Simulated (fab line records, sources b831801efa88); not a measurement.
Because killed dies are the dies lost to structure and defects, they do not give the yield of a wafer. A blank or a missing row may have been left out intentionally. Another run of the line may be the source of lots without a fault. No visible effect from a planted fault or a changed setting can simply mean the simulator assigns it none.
A single fault, viewed from 2 desks ; flow gf180mcu ; only its own numbers are on each desk; what lay behind them is given at the end

== TOOL OWNER'S DESK, rie si-01 ==
The tool's own readings at GF_STI_ETCH_14 (etches Si in HBr/Cl2/O2, target depth 360 nm, time 102.9 s): means of the sampled wafers that have a number, for each lot that ran on this tool. A lot is out of limits, marked OUT, if its mean lies more than 4 standard deviations from the usual mean; the brackets give that distance.
Columns: A = drypump motor current A at GF_STI_ETCH_14, usual 5.87 A; B = oes product au at GF_STI_ETCH_14, usual 1.001 a.u.; C = throttle valve pct at GF_STI_ETCH_14, usual 25.656 %
lot;first seen here;A;B;C
L893;day 2 11:47;5.93;1.011;25.651
L894;day 2 17:11;5.88;1.010;25.656
L895;day 2 21:26;5.95;1.008;25.654
L899;day 3 18:38;6.00;1.225 (+22) OUT;25.510 (-13) OUT
L900;day 4 00:14;5.73;1.249 (+25) OUT;25.500 (-14) OUT
L901;day 4 06:02;6.00;1.164 (+16) OUT;25.549 (-9.8) OUT
This desk's verdict: out of limits on L899, L900, L901, starting with L899 at day 3 18:38 (oes product au at GF_STI_ETCH_14). Within limits: L893, L894, L895.

== THE METROLOGY DESK ==
Means of the sampled wafers that have a number, per lot and without regard to the tool the lot ran on: this is what the gauges read. A lot is out of limits, marked OUT, if its mean lies more than 4 standard deviations from the usual mean; the brackets give that distance.
Columns: A = STI_OXIDATION_02_THK at GF_STI_THK_MEAS_30, usual 9.97 nm; B = LVPWELL_OVL at GF_LVPWELL_OVL_MEAS_07, usual 0.6 nm
lot;first seen here;A;B
L891;day 2 06:17;10.14;1.6
L892;day 2 11:05;9.97;0.9
L893;day 2 20:40;9.60;-0.6
L894;day 3 01:42;9.88;-0.2
L895;day 3 03:07;10.00;0.4
L899;day 3 22:53;10.00;0.0
L900;day 4 05:56;9.87;0.7
L901;day 4 10:55;9.93;-0.7
L905;day 5 07:55;10.14;0.8
L906;day 5 11:57;9.99;0.7
L908;day 5 21:04;10.00;1.1
L911;day 6 14:36;10.06;-0.8
Finding of this desk: none of the 12 lots has anything out of limits.

== BROUGHT TOGETHER ==
The tool owner's desk could have raised an alarm at day 3 18:38, on L899, L900, L901.
The metrology desk saw nothing out of limits.
The metrology desk has L899, L900, L901 on record, within its limits.
GF_STI_ETCH_14 was run on rie si-01 by each of the lots named.

== WHAT THE SIMULATOR HAD INSERTED ==
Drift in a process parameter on rie si-01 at GF_STI_ETCH_14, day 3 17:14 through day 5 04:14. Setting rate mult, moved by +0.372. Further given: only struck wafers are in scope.
Struck lots among those shown: L899, L900, L901.
How many hours passed from the start of the fault until each desk's first out-of-limits reading: the tool owner's desk, 1.
